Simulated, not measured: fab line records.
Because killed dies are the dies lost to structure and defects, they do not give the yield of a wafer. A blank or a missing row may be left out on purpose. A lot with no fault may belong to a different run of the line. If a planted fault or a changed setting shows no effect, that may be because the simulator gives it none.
fab line records    flow sky130
[record] lots = 5  wafers = 15  last_day = 49
route steps=708 shown LI_CONTACT@374 LOCAL_INTERCONNECT@387
lots that met no fault: taken from a fault-free run of the same line
start_h: hours from the record's opening day to when the first of the lot's shown wafers began    wait_h: time in hours since the lot's previous step    " as in the row above    L1.1+2: several wafers, shown together as one row    - no value, or no start given    * or withheld: withheld    < > ~ a bound
route shown NAME@n: names a module that has steps shown in the file, with the first one's number in the route    usual: average and standard deviation across the fault-free wafers    same: alike in all rows    chamber/n: place in a boat    sites: readings site by site    _std_site: their standard deviation    _edge_site: the outer-site mean with the inner-site mean subtracted    radius_mm: how far each site lies from the wafer's centre    mask NAME#n: copy n    behind: the most recent tool/chamber to have shaped the wafer    hold: cause of the lot's hold/its duration in hours/its outcome    device: whichever transistor did not switch (one of n, p or np)    end of line: the tests these same wafers got at the end of their route    for a step that has no rows: nothing shown but its recipe    killed: at the first sort, the dies lost to defects and structure; wafer yield is something else    map: shows each die of a wafer: x if killed, . if not, _ if none is there
set.NAME: the setting the step ran with; set.NAME@STEP: the setting that earlier step ran with    model.NAME: the simulator's own value behind a step, which no gauge read
lots at some steps of the route; a table a step, a row a wafer
services: when a tool's chamber went out of use (start_h, in hours from the record's first day, below 0 if earlier), for how many hours, and the reason
[[steps]]
[step SKY_LI_CONTACT_CD_MEAS_12]
[recipe] target_cd_nm = 170
[usual] cd_nm = 169.7/1.6
lot.wafer  tool       chamber  start_h  wait_h  cd_nm
L085.2     cd_sem-01  -        768.33   -       168.2
L085.3     "          -        "        "       168.2
L085.4     "          -        "        "       168.4
L090.2     cd_sem-02  -        804.80   -       169.3
L090.3     "          -        "        "       169.0
L090.5     "          -        "        "       169.6
L092.2     cd_sem-02  -        808.68   -       172.8
L092.3     "          -        "        "       172.9
L092.4     "          -        "        "       173.9
L091.4     cd_sem-02  -        813.14   -       172.6
L091.5     "          -        "        "       171.5
L091.6     "          -        "        "       173.4
L094.2     cd_sem-02  -        828.95   -       169.4
L094.5     "          -        "        "       168.7
L094.6     "          -        "        "       168.8
[step SKY_LI_CONTACT_OVL_MEAS_13]
[usual] LI_CONTACT_OVL = 2/5.8
lot.wafer  tool        chamber  start_h  wait_h  LI_CONTACT_OVL[nm]
L085.2     overlay-02  -        768.44   0.1     -4
L085.3     "           -        "        "       -12
L085.4     "           -        "        "       1
L090.2     overlay-01  -        804.90   0.1     0
L090.3     "           -        "        "       2
L090.5     "           -        "        "       0
L092.2     overlay-01  -        808.79   0.1     -3
L092.3     "           -        "        "       13
L092.4     "           -        "        "       -7
L091.4     overlay-02  -        813.21   0.1     -2
L091.5     "           -        "        "       -8
L091.6     "           -        "        "       0
L094.2     overlay-01  -        829.05   0.1     13
L094.5     "           -        "        "       13
L094.6     "           -        "        "       11
[step SKY_LI_CONTACT_ETCH_14]
[recipe] chemistry = N2/H2  target = BARC  ion_energy_ev = 200  source_w = 500  bias_w = 100  pressure_mtorr = 30  n2_flow_sccm = 100  h2_flow_sccm = 200  stop_on = SiO2  time_s = 45.24  target_depth_a = 600
[usual] drypump_motor_current_A = 5.7/0.4  oes_product_au = 0.863/0.0045  throttle_valve_pct = 13.225/0.0095
lot.wafer  tool         chamber  start_h  wait_h  drypump_motor_current_A  oes_product_au  rf_hours_counter_h  throttle_valve_pct
L085.2     rie_diel-04  0        768.47   0.0     6.4                      0.864           17                  13.234
L085.3     "            3        "        "       6.2                      0.853           4                   13.236
L085.4     "            2        "        "       5.6                      0.866           7                   13.224
L090.2     rie_diel-04  1        804.93   0.0     5.6                      0.866           8                   13.228
L090.3     "            2        "        "       5.6                      0.862           8                   13.247
L090.5     "            2        "        "       5.6                      0.866           -                   13.222
L092.2     rie_diel-04  2        808.82   0.0     5.6                      0.862           8                   13.228
L092.3     "            0        "        "       6.4                      0.866           18                  13.234
L092.4     "            3        "        "       6.2                      0.857           6                   13.233
L091.4     rie_diel-04  3        813.23   0.0     6.2                      0.859           6                   13.219
L091.5     "            0        "        "       6.4                      0.867           -                   13.241
L091.6     "            1        "        "       5.6                      0.861           -                   13.223
L094.2     rie_diel-01  0        829.08   0.0     5.6                      0.874           1                   13.227
L094.5     "            2        "        "       5.4                      0.864           -                   13.231
L094.6     "            0        "        "       5.6                      0.861           -                   13.224
[step SKY_LI_CONTACT_ETCH_15]
[recipe] target = PSG  chemistry = C4F8/O2/Ar  stop_on = Si  taper_deg = 4.15  mask_material = KrF-thick  source_w = 1500  bias_w = 1200  pressure_mtorr = 40  c4f8_flow_sccm = withheld  O2_flow_sccm = 6  Ar_flow_sccm = 300  time_s = withheld  target_depth_a = 6000
[usual] oes_product_au = 0.837/0.0051
lot.wafer  tool         chamber  start_h  wait_h  oes_product_au
L085.2     rie_diel-04  0        768.51   0.0     0.841
L085.3     "            3        "        "       0.840
L085.4     "            2        "        "       0.839
L090.2     rie_diel-04  1        804.97   0.0     0.833
L090.3     "            2        "        "       0.842
L090.5     "            2        "        "       0.837
L092.2     rie_diel-04  2        808.86   0.0     0.842
L092.3     "            0        "        "       0.833
L092.4     "            3        "        "       0.840
L091.4     rie_diel-04  3        813.27   0.0     0.841
L091.5     "            0        "        "       0.832
L091.6     "            1        "        "       0.837
L094.2     rie_diel-01  0        829.12   0.0     0.837
L094.5     "            2        "        "       0.842
L094.6     "            0        "        "       0.837
[step SKY_LI_CONTACT_STRIP_16]
[recipe] chemistry = O2/N2  power_w = 1400  pressure_mtorr = 1500  platen_temp_c = withheld  o2_flow_sccm = 3000  n2_flow_sccm = 300  overash_fraction = 0.5
[usual] drypump_motor_current_A = 5.9/0.61  oes_product_au = 0.376/0.0054  strip_time_to_endpoint_s = 3.50/0.04
lot.wafer  tool             chamber  start_h  wait_h  drypump_motor_current_A  oes_product_au  rf_hours_counter_h  strip_time_to_endpoint_s
L085.2     plasma_asher-03  1        768.60   -       5.5                      0.373           31                  3.48
L085.3     "                1        "        "       5.5                      0.373           -                   3.49
L085.4     "                0        "        "       5.1                      0.368           -                   3.54
L090.2     plasma_asher-02  1        805.06   -       6.7                      0.379           6                   3.48
L090.3     "                0        "        "       5.5                      0.380           -                   3.52
L090.5     "                0        "        "       5.5                      0.376           -                   3.52
L092.2     plasma_asher-03  0        808.95   -       5.0                      0.380           35                  3.54
L092.3     "                0        "        "       5.1                      0.375           -                   3.49
L092.4     "                1        "        "       5.5                      0.369           -                   3.50
L091.4     plasma_asher-04  0        813.39   -       6.7                      0.370           -                   3.47
L091.5     "                0        "        "       6.7                      0.379           -                   3.47
L091.6     "                1        "        "       6.1                      0.384           -                   3.49
L094.2     plasma_asher-03  1        829.21   -       5.6                      0.383           37                  3.58
L094.5     "                0        "        "       5.1                      0.371           -                   3.48
L094.6     "                1        "        "       5.5                      0.382           -                   3.54
[step SKY_LI_CONTACT_CLEAN_17]
[recipe] chemistry = NMP  time_s = 600  temp_c = 60  dry = n2_spin
lot.wafer   tool          chamber  start_h  wait_h
L085.2+3+4  wet_bench-03  3        768.70   0.1
L090.2+3+5  wet_bench-01  3        805.16   0.1
L092.2+3+4  wet_bench-03  3        809.05   0.1
L091.4+5+6  wet_bench-01  0        813.46   0.0
L094.2+5+6  wet_bench-01  1        829.31   0.1
[step SKY_LI_CONTACT_PRE_CLEAN_18]
[recipe] gas = Ar  time_s = 5.6  bias_v = 358
lot.wafer   tool            chamber  start_h  wait_h
L085.2+3+4  pvd_sputter-04  -        769.05   0.0
L090.2+3+5  pvd_sputter-04  -        805.35   0.0
L092.2+3+4  pvd_sputter-04  -        809.22   0.0
L091.4+5+6  pvd_sputter-04  -        813.65   0.0
L094.2+5+6  pvd_sputter-03  -        829.48   0.0
[step SKY_LI_CONTACT_SPUTTER_19]
[recipe] material = Ti  target_thk_nm = 20  chamber_pressure_pa = 5  power_w = 2500  substrate_temp_c = 200  time_s = 106.37
[usual] substrate_temp_c = 200.02/0.17  throttle_valve_pct = 30.1/0.96
lot.wafer  tool            chamber  start_h  wait_h  substrate_temp_c  throttle_valve_pct
L085.2     pvd_sputter-04  -        769.07   0.0     200.25            30.1
L085.3     "               -        "        "       199.91            28.5
L085.4     "               -        "        "       199.85            31.3
L090.2     pvd_sputter-04  -        805.37   0.0     200.29            30.0
L090.3     "               -        "        "       200.15            29.0
L090.5     "               -        "        "       200.14            31.0
L092.2     pvd_sputter-04  -        809.24   0.0     199.60            31.1
L092.3     "               -        "        "       199.99            28.5
L092.4     "               -        "        "       199.90            29.2
L091.4     pvd_sputter-04  -        813.69   0.0     200.01            28.5
L091.5     "               -        "        "       199.81            28.6
L091.6     "               -        "        "       199.86            31.0
L094.2     pvd_sputter-03  -        829.50   0.0     200.23            29.4
L094.5     "               -        "        "       199.83            29.7
L094.6     "               -        "        "       200.24            29.1
[step SKY_LI_CONTACT_SPUTTER_20]
[recipe] material = TiN  target_thk_nm = 20  chamber_pressure_pa = 5  power_w = 4000  time_s = 80
[usual] throttle_valve_pct = 30.1/0.98
lot.wafer  tool            chamber  start_h  wait_h  throttle_valve_pct
L085.2     pvd_sputter-04  -        769.14   0.0     30.1
L085.3     "               -        "        "       28.3
L085.4     "               -        "        "       31.3
L090.2     pvd_sputter-04  -        805.45   0.0     30.1
L090.3     "               -        "        "       29.3
L090.5     "               -        "        "       31.4
L092.2     pvd_sputter-04  -        809.32   0.0     31.2
L092.3     "               -        "        "       28.2
L092.4     "               -        "        "       29.5
L091.4     pvd_sputter-04  -        813.84   0.1     28.9
L091.5     "               -        "        "       28.5
L091.6     "               -        "        "       31.1
L094.2     pvd_sputter-03  -        829.58   0.0     29.3
L094.5     "               -        "        "       30.0
L094.6     "               -        "        "       29.3
[step SKY_LI_CONTACT_CVD_21]
[recipe] material = W  target_thk_nm = 400  time_s = 120.56  temp_c = 400  pressure_torr = 40
[usual] heater_power_w = 813/140  susceptor_temp_C = 400.04/0.25
lot.wafer  tool      chamber  start_h  wait_h  heater_power_w  susceptor_temp_C
L085.2     cvd_w-01  1        769.20   0.0     662             399.71
L085.3     "         0        "        "       903             400.14
L085.4     "         1        "        "       640             399.64
L090.2     cvd_w-01  1        805.51   0.0     676             399.84
L090.3     "         1        "        "       672             399.36
L090.5     "         0        "        "       885             399.83
L092.2     cvd_w-01  0        809.38   0.0     905             399.81
L092.3     "         1        "        "       665             400.07
L092.4     "         0        "        "       882             399.81
L091.4     cvd_w-02  0        814.01   0.1     1047            400.48
L091.5     "         1        "        "       748             400.09
L091.6     "         0        "        "       1024            400.43
L094.2     cvd_w-02  0        829.64   0.0     1034            399.60
L094.5     "         1        "        "       747             399.49
L094.6     "         0        "        "       1037            399.66
[step SKY_LI_CONTACT_RS_MEAS_22]
[recipe] thk_meas_gauge = four-point-probe  reads = W_of_LI_CONTACT_CVD_21+TiN_of_LI_CONTACT_SPUTTER_20+Ti_of_LI_CONTACT_SPUTTER_19
[usual] LI_CONTACT_W_RS = 0.281/0.006
lot.wafer  tool           chamber  start_h  wait_h  LI_CONTACT_W_RS[ohm/sq]
L085.2     film_metro-01  -        769.35   0.1     0.270
L085.3     "              -        "        "       0.280
L085.4     "              -        "        "       0.271
L090.2     film_metro-02  -        805.65   0.1     0.274
L090.3     "              -        "        "       0.273
L090.5     "              -        "        "       0.281
L092.2     film_metro-03  -        809.53   0.1     0.277
L092.3     "              -        "        "       0.272
L092.4     "              -        "        "       0.280
L091.4     film_metro-01  -        814.15   0.1     0.286
L091.5     "              -        "        "       0.285
L091.6     "              -        "        "       0.286
L094.2     film_metro-01  -        829.83   0.1     0.283
L094.5     "              -        "        "       0.286
L094.6     "              -        "        "       0.285
[step SKY_LI_CONTACT_THK_MEAS_23]
[recipe] thk_meas_gauge = xrf  reads = W_of_LI_CONTACT_CVD_21
[usual] LI_CONTACT_W_THK = 406/11
lot.wafer  tool           chamber  start_h  wait_h  LI_CONTACT_W_THK[nm]
L085.2     film_metro-01  -        769.46   0.1     417
L085.3     "              -        "        "       405
L085.4     "              -        "        "       418
L090.2     film_metro-02  -        805.76   0.1     413
L090.3     "              -        "        "       414
L090.5     "              -        "        "       403
L092.2     film_metro-03  -        809.64   0.1     420
L092.3     "              -        "        "       424
L092.4     "              -        "        "       417
L091.4     film_metro-01  -        814.24   0.1     402
L091.5     "              -        "        "       401
L091.6     "              -        "        "       401
L094.2     film_metro-01  -        829.94   0.1     405
L094.5     "              -        "        "       395
L094.6     "              -        "        "       400
[step SKY_LI_CONTACT_CMP_24]
[recipe] stop_on = PSG  t_overpolish_s = 20  down_force_psi = 3.5  platen_rpm = 60  target_thk_nm = 0  pad_velocity_m_s = 0.94248
[usual] motor_current_A = 11.5/1.1  overpolish_run_s = 20.000/0.009  platen_rpm = 60.00/0.042  time_to_endpoint_s = 99/5.6
lot.wafer  tool    chamber  start_h  wait_h  motor_current_A  overpolish_run_s  platen_rpm  time_to_endpoint_s
L085.3     cmp-01  2        769.51   0.0     13.4             19.986            59.99       113
L085.4     "       3        "        "       12.6             20.001            60.03       103
L085.2     "       0        "        "       9.6              20.018            60.00       109
L090.3     cmp-01  1        805.86   0.1     11.4             19.997            59.96       93
L090.2     "       2        "        "       13.0             19.999            60.01       106
L090.5     "       1        "        "       11.9             20.002            60.05       86
L092.2     cmp-02  3        809.74   0.1     12.4             20.000            60.07       100
L092.3     "       0        "        "       12.2             19.997            59.96       98
L092.4     "       1        "        "       11.5             20.012            59.97       94
L091.4     cmp-02  3        814.32   0.1     12.0             19.998            60.03       94
L091.5     "       2        "        "       10.4             20.002            60.02       100
L091.6     "       3        "        "       11.7             19.995            59.94       91
L094.2     cmp-01  2        830.09   0.1     13.2             19.996            59.99       105
L094.5     "       0        "        "       10.0             20.014            60.07       101
L094.6     "       1        "        "       11.7             19.995            59.96       86
[step SKY_LOCAL_INTERCONNECT_SPUTTER_00]
[recipe] material = TiN  target_thk_nm = 100  temp_c = 300  power_w = 6500  time_s = 83.3  chamber_pressure_pa = 0.4
[usual] substrate_temp_c = 300.00/0.22  susceptor_temp_C = 300.00/0.18  throttle_valve_pct = 30.0/1.1
lot.wafer  tool            chamber  start_h  wait_h  substrate_temp_c  susceptor_temp_C  throttle_valve_pct
L085.2     pvd_sputter-01  -        769.81   0.1     300.09            299.95            31.5
L085.3     "               -        "        "       299.91            300.40            30.3
L085.4     "               -        "        "       300.00            299.66            28.9
L090.2     pvd_sputter-04  -        806.11   0.1     300.16            299.86            29.4
L090.3     "               -        "        "       299.41            299.91            28.5
L090.5     "               -        "        "       299.76            299.98            31.0
L092.2     pvd_sputter-01  -        809.99   0.2     299.76            300.22            30.1
L092.3     "               -        "        "       300.06            299.90            28.7
L092.4     "               -        "        "       300.01            299.96            29.5
L091.4     pvd_sputter-01  -        814.57   0.2     299.62            299.78            30.0
L091.5     "               -        "        "       299.85            299.76            28.8
L091.6     "               -        "        "       299.52            299.67            30.2
L094.2     pvd_sputter-02  -        830.29   0.1     299.67            299.85            29.6
L094.5     "               -        "        "       299.97            299.64            31.0
L094.6     "               -        "        "       300.25            299.99            29.3
[step SKY_LOCAL_INTERCONNECT_RS_MEAS_01]
[recipe] thk_meas_gauge = four-point-probe  reads = TiN_of_LOCAL_INTERCONNECT_SPUTTER_00
[usual] LOCAL_INTERCONNECT_TIN_RS = 14.07/0.21
lot.wafer  tool           chamber  start_h  wait_h  LOCAL_INTERCONNECT_TIN_RS[ohm/sq]
L085.2     film_metro-04  -        769.89   0.1     13.88
L085.3     "              -        "        "       14.07
L085.4     "              -        "        "       13.81
L090.2     film_metro-01  -        806.20   0.1     14.20
L090.3     "              -        "        "       14.15
L090.5     "              -        "        "       14.12
L092.2     film_metro-04  -        810.07   0.1     13.98
L092.3     "              -        "        "       13.91
L092.4     "              -        "        "       13.89
L091.4     film_metro-02  -        814.69   0.1     14.22
L091.5     "              -        "        "       14.13
L091.6     "              -        "        "       14.09
L094.2     film_metro-02  -        830.37   0.1     14.09
L094.5     "              -        "        "       13.82
L094.6     "              -        "        "       13.99
[step SKY_LOCAL_INTERCONNECT_THK_MEAS_02]
[recipe] thk_meas_gauge = xrf  reads = TiN_of_LOCAL_INTERCONNECT_SPUTTER_00
[usual] LOCAL_INTERCONNECT_TIN_THK = 101.5/1.5
lot.wafer  tool           chamber  start_h  wait_h  LOCAL_INTERCONNECT_TIN_THK[nm]
L085.2     film_metro-04  -        770.00   0.1     102.4
L085.3     "              -        "        "       101.2
L085.4     "              -        "        "       103.0
L090.2     film_metro-01  -        806.31   0.1     100.4
L090.3     "              -        "        "       100.4
L090.5     "              -        "        "       101.0
L092.2     film_metro-04  -        810.18   0.1     102.1
L092.3     "              -        "        "       103.0
L092.4     "              -        "        "       103.2
L091.4     film_metro-02  -        814.78   0.1     100.9
L091.5     "              -        "        "       100.9
L091.6     "              -        "        "       101.4
L094.2     film_metro-02  -        830.48   0.1     101.2
L094.5     "              -        "        "       103.0
L094.6     "              -        "        "       101.6
[step SKY_LOCAL_INTERCONNECT_DEHYDRATE_03]
[recipe] temp_c = 200  time_s = 60
lot.wafer   tool            chamber  start_h  wait_h
L085.2+3+4  litho_track-03  0        782.24   12.2
L090.2+3+5  litho_track-01  0        819.88   13.6
L092.2+3+4  litho_track-01  0        822.98   12.8
L091.4+5+6  litho_track-04  0        827.85   13.1
L094.2+5+6  litho_track-01  0        843.33   12.8
[step SKY_LOCAL_INTERCONNECT_HMDS_04]
[recipe] prime_time_s = 60  prime_temp_c = 120
lot.wafer   tool            chamber  start_h  wait_h
L085.2+3+4  litho_track-03  0        782.39   0.1
L090.2+3+5  litho_track-01  0        820.03   0.1
L092.2+3+4  litho_track-01  0        823.13   0.1
L091.4+5+6  litho_track-04  0        828.00   0.1
L094.2+5+6  litho_track-01  0        843.48   0.1
[step SKY_LOCAL_INTERCONNECT_COAT_05]
[recipe] resist = BARC  temp_c = withheld  time_s = withheld  spin_rpm = 3000  resist_thk_nm = 60
[usual] dispense_pressure_kPa = 51.8/2.2
lot.wafer  tool            chamber  start_h  wait_h  dispense_pressure_kPa
L085.2     litho_track-03  0        782.54   0.1     53.1
L085.3     "               0        "        "       53.1
L085.4     "               0        "        "       53.1
L090.2     litho_track-01  0        820.18   0.1     49.5
L090.3     "               0        "        "       49.5
L090.5     "               0        "        "       49.6
L092.2     litho_track-01  0        823.28   0.1     49.6
L092.3     "               0        "        "       49.5
L092.4     "               0        "        "       49.5
L091.4     litho_track-04  0        828.15   0.1     55.1
L091.5     "               0        "        "       55.0
L091.6     "               0        "        "       55.1
L094.2     litho_track-01  0        843.63   0.1     49.6
L094.5     "               0        "        "       49.5
L094.6     "               0        "        "       49.5
[step SKY_LOCAL_INTERCONNECT_COAT_06]
[recipe] resist = KrF-thick  spin_rpm = 3000  resist_thk_nm = 450
[usual] dispense_pressure_kPa = 51.7/2.2
lot.wafer  tool            chamber  start_h  wait_h  dispense_pressure_kPa
L085.2     litho_track-03  0        -        -       53.0
L085.3     "               0        "        "       53.0
L085.4     "               0        "        "       53.0
L090.2     litho_track-01  0        -        -       49.5
L090.3     "               0        "        "       49.5
L090.5     "               0        "        "       49.4
L092.2     litho_track-01  0        -        -       49.5
L092.3     "               0        "        "       49.4
L092.4     "               0        "        "       49.5
L091.4     litho_track-04  0        -        -       55.0
L091.5     "               0        "        "       55.0
L091.6     "               0        "        "       55.0
L094.2     litho_track-01  0        -        -       49.4
L094.5     "               0        "        "       49.4
L094.6     "               0        "        "       49.4
[step SKY_LOCAL_INTERCONNECT_SOFTBAKE_07]
[recipe] temp_c = 100  time_s = 90  resist = KrF-thick
lot.wafer   tool            chamber  start_h  wait_h
L085.2+3+4  litho_track-03  0        -        -
L090.2+3+5  litho_track-01  0        -        -
L092.2+3+4  litho_track-01  0        -        -
L091.4+5+6  litho_track-04  0        -        -
L094.2+5+6  litho_track-01  0        -        -
[step SKY_LOCAL_INTERCONNECT_EXPOSE_08]
[recipe] mask_id = LI1M  na = 0.8  source_shape = annular  sigma_inner = 0.55  sigma_outer = 0.85  target_cd_nm = 170  dose_mj = 28
[usual] stage_vel_mm_s = 499.95/0.22
[same] sigma_inner = 0.55
lot.wafer  tool            chamber  start_h  wait_h  mask    stage_vel_mm_s
L085.2     krf_scanner-01  0        -        -       LI1M#0  499.98
L085.3     "               0        "        "       LI1M#0  499.65
L085.4     "               0        "        "       LI1M#0  499.88
L090.2     krf_scanner-01  0        -        -       LI1M#0  499.91
L090.3     "               0        "        "       LI1M#0  499.85
L090.5     "               0        "        "       LI1M#0  500.21
L092.2     krf_scanner-02  0        -        -       LI1M#0  500.19
L092.3     "               0        "        "       LI1M#0  500.19
L092.4     "               0        "        "       LI1M#0  500.39
L091.4     krf_scanner-02  0        -        -       LI1M#0  500.38
L091.5     "               0        "        "       LI1M#0  500.18
L091.6     "               0        "        "       LI1M#0  500.17
L094.2     krf_scanner-02  0        -        -       LI1M#0  499.95
L094.5     "               0        "        "       LI1M#0  500.29
L094.6     "               0        "        "       LI1M#0  500.10
[step SKY_LOCAL_INTERCONNECT_PEB_09]
[recipe] peb_temp_c = withheld  peb_time_s = withheld  resist = KrF-thick
lot.wafer   tool            chamber  start_h  wait_h
L085.2+3+4  litho_track-01  0        -        -
L090.2+3+5  litho_track-04  0        -        -
L092.2+3+4  litho_track-01  0        -        -
L091.4+5+6  litho_track-01  0        -        -
L094.2+5+6  litho_track-03  0        -        -
[step SKY_LOCAL_INTERCONNECT_DEVELOP_10]
[recipe] develop_time_s = 60  resist = KrF-thick  dev_temp_c = 21
lot.wafer   tool            chamber  start_h  wait_h
L085.2+3+4  litho_track-01  0        -        -
L090.2+3+5  litho_track-04  0        -        -
L092.2+3+4  litho_track-01  0        -        -
L091.4+5+6  litho_track-01  0        -        -
L094.2+5+6  litho_track-03  0        -        -
[step SKY_LOCAL_INTERCONNECT_CD_MEAS_11]
[recipe] target_cd_nm = 170
[usual] cd_nm = 169.8/1.5
lot.wafer  tool       chamber  start_h  wait_h  cd_nm
L085.2     cd_sem-01  -        796.37   -       170.2
L085.3     "          -        "        "       170.3
L085.4     "          -        "        "       170.6
L090.2     cd_sem-01  -        833.50   -       172.6
L090.3     "          -        "        "       170.8
L090.5     "          -        "        "       171.1
L092.2     cd_sem-02  -        836.77   -       169.7
L092.3     "          -        "        "       171.1
L092.4     "          -        "        "       168.4
L091.4     cd_sem-02  -        841.81   -       168.6
L091.5     "          -        "        "       171.0
L091.6     "          -        "        "       169.2
L094.2     cd_sem-02  -        857.78   -       170.4
L094.5     "          -        "        "       170.6
L094.6     "          -        "        "       169.7
[step SKY_LOCAL_INTERCONNECT_OVL_MEAS_12]
[usual] LOCAL_INTERCONNECT_OVL = -3/6.3
lot.wafer  tool        chamber  start_h  wait_h  LOCAL_INTERCONNECT_OVL[nm]
L085.2     overlay-01  -        796.48   0.1     -4
L085.3     "           -        "        "       -11
L085.4     "           -        "        "       -4
L090.2     overlay-02  -        833.60   0.1     -3
L090.3     "           -        "        "       -3
L090.5     "           -        "        "       -10
L092.2     overlay-02  -        836.88   0.1     2
L092.3     "           -        "        "       -3
L092.4     "           -        "        "       9
L091.4     overlay-01  -        841.89   0.1     2
L091.5     "           -        "        "       7
L091.6     "           -        "        "       1
L094.2     overlay-02  -        857.89   0.1     4
L094.5     "           -        "        "       13
L094.6     "           -        "        "       5
[step SKY_LOCAL_INTERCONNECT_ETCH_13]
[recipe] chemistry = N2/H2  target = BARC  ion_energy_ev = 200  bias_w = 100  pressure_mtorr = 30  n2_flow_sccm = 100  h2_flow_sccm = 200  icp_w = 500  stop_on = SiO2  time_s = 43.66  target_depth_a = 600
[usual] drypump_motor_current_A = 5.5/0.45  oes_product_au = 0.879/0.0051  throttle_valve_pct = 13.228/0.0089
lot.wafer  tool          chamber  start_h  wait_h  drypump_motor_current_A  oes_product_au  rf_hours_counter_h  throttle_valve_pct
L085.2     rie_metal-02  0        796.51   0.0     6.3                      0.878           14                  13.233
L085.3     "             0        "        "       6.3                      0.873           -                   13.229
L085.4     "             1        "        "       5.0                      0.869           -                   13.224
L090.2     rie_metal-04  1        833.63   0.0     5.2                      0.879           16                  13.230
L090.3     "             0        "        "       5.6                      0.878           -                   13.238
L090.5     "             1        "        "       5.2                      0.883           -                   13.252
L092.2     rie_metal-04  0        836.91   0.0     5.6                      0.875           16                  13.228
L092.3     "             0        "        "       5.6                      0.877           -                   13.237
L092.4     "             1        "        "       5.2                      0.869           -                   13.228
L091.4     rie_metal-02  0        841.97   0.1     6.3                      0.878           -                   13.222
L091.5     "             0        "        "       6.3                      0.879           -                   13.225
L091.6     "             0        "        "       6.3                      0.881           -                   13.229
L094.2     rie_metal-02  1        857.92   0.0     5.0                      0.874           0                   13.215
L094.5     "             0        "        "       6.3                      0.879           -                   13.222
L094.6     "             1        "        "       5.0                      0.880           -                   13.235
[step SKY_LOCAL_INTERCONNECT_METAL_ETCH_14]
[recipe] target_depth_nm = 110  stop_on = PSG  chemistry = Cl2/BCl3  target = TiN  resist_sidewall_deg = 88  pressure_mtorr = 10  icp_w = 900  bias_w = 48.5  Cl2_flow_sccm = 60  bcl3_flow_sccm = 30  time_s = 31.4
[usual] drypump_motor_current_A = 5.5/0.44  oes_product_au = 0.944/0.0094  throttle_valve_pct = 21.898/0.01
lot.wafer  tool          chamber  start_h  wait_h  drypump_motor_current_A  oes_product_au  rf_hours_counter_h  throttle_valve_pct
L085.2     rie_metal-02  0        796.57   0.0     6.3                      0.943           14                  21.892
L085.3     "             0        "        "       6.3                      0.936           -                   21.913
L085.4     "             1        "        "       5.0                      0.952           -                   21.900
L090.2     rie_metal-04  1        833.70   0.0     5.2                      0.934           16                  21.918
L090.3     "             0        "        "       5.7                      0.939           -                   21.899
L090.5     "             1        "        "       5.2                      0.938           -                   21.892
L092.2     rie_metal-04  0        836.97   0.0     5.6                      0.942           16                  21.901
L092.3     "             0        "        "       5.6                      0.946           -                   21.892
L092.4     "             1        "        "       5.2                      0.945           -                   21.905
L091.4     rie_metal-02  0        842.09   0.1     6.3                      0.938           -                   21.912
L091.5     "             0        "        "       6.3                      0.938           -                   21.898
L091.6     "             0        "        "       6.3                      0.933           -                   21.905
L094.2     rie_metal-02  1        857.98   0.0     5.0                      0.939           0                   21.891
L094.5     "             0        "        "       6.3                      0.964           -                   21.878
L094.6     "             1        "        "       5.0                      0.950           -                   21.890
[step SKY_LOCAL_INTERCONNECT_STRIP_15]
[recipe] chemistry = O2/N2  power_w = 1400  pressure_mtorr = 1500  platen_temp_c = withheld  o2_flow_sccm = 3000  n2_flow_sccm = 300  overash_fraction = 0.5
[usual] drypump_motor_current_A = 5.5/0.55  oes_product_au = 0.428/0.0049  strip_time_to_endpoint_s = 4.744/0.023
lot.wafer  tool             chamber  start_h  wait_h  drypump_motor_current_A  oes_product_au  rf_hours_counter_h  strip_time_to_endpoint_s
L085.2     plasma_asher-03  0        796.63   0.0     5.0                      0.424           34                  4.732
L085.3     "                1        "        "       5.5                      0.428           -                   4.720
L085.4     "                0        "        "       5.0                      0.431           -                   4.757
L090.2     plasma_asher-03  0        833.75   0.0     5.1                      0.427           38                  4.731
L090.3     "                0        "        "       5.1                      0.422           -                   4.727
L090.5     "                1        "        "       5.5                      0.424           -                   4.734
L092.2     plasma_asher-03  0        837.03   0.0     5.1                      0.426           38                  4.724
L092.3     "                1        "        "       5.5                      0.437           -                   4.721
L092.4     "                0        "        "       5.0                      0.431           -                   4.720
L091.4     plasma_asher-03  1        842.17   0.1     5.5                      0.431           -                   4.747
L091.5     "                0        "        "       5.1                      0.420           -                   4.727
L091.6     "                1        "        "       5.5                      0.424           -                   4.718
L094.2     plasma_asher-02  0        858.04   0.0     5.5                      0.424           11                  4.720
L094.5     "                1        "        "       6.7                      0.420           -                   4.737
L094.6     "                0        "        "       5.5                      0.426           -                   4.742
[step SKY_LOCAL_INTERCONNECT_STRIP_16]
[recipe] chemistry = post_etch_residue_remover  time_s = 1200  temp_c = 72.5
lot.wafer   tool          chamber  start_h  wait_h
L085.2+3+4  wet_bench-03  0        796.73   0.1
L090.2+3+5  wet_bench-02  3        833.85   0.1
L092.2+3+4  wet_bench-02  0        837.13   0.1
L091.4+5+6  wet_bench-03  0        842.24   0.0
L094.2+5+6  wet_bench-04  3        858.14   0.1
[[services]]
tool             chamber  start_h  hours  kind
wet_bench-03     -        746.55   2.5    repair
krf_scanner-01   -        747.37   1.3    pm
krf_scanner-02   -        748.67   0.8    pm
cmp-02           -        751.89   4.0    pm
cmp-02           -        756.56   0.6    repair
cmp-01           -        765.03   0.3    repair
rie_diel-04      -        780.78   1.4    repair
pvd_sputter-03   -        785.90   0.6    repair
cvd_w-01         1        792.14   3.0    repair
krf_scanner-01   -        792.43   0.8    pm
cmp-01           -        795.25   6.1    pm
cmp-02           -        801.43   4.5    pm
pvd_sputter-01   -        801.92   4.3    repair
pvd_sputter-03   -        808.86   1.8    repair
plasma_asher-02  -        811.35   2.1    repair
wet_bench-03     -        816.73   4.4    pm
pvd_sputter-04   -        820.25   0.6    repair
cvd_w-02         -        820.79   0.7    repair
rie_metal-04     -        837.54   0.8    repair
rie_diel-04      2        839.32   27.9   repair
plasma_asher-03  -        844.01   4.3    pm
pvd_sputter-01   -        853.17   3.4    repair
pvd_sputter-04   -        856.74   1.1    repair
krf_scanner-02   -        856.96   1.0    pm
[[key]]
fault none
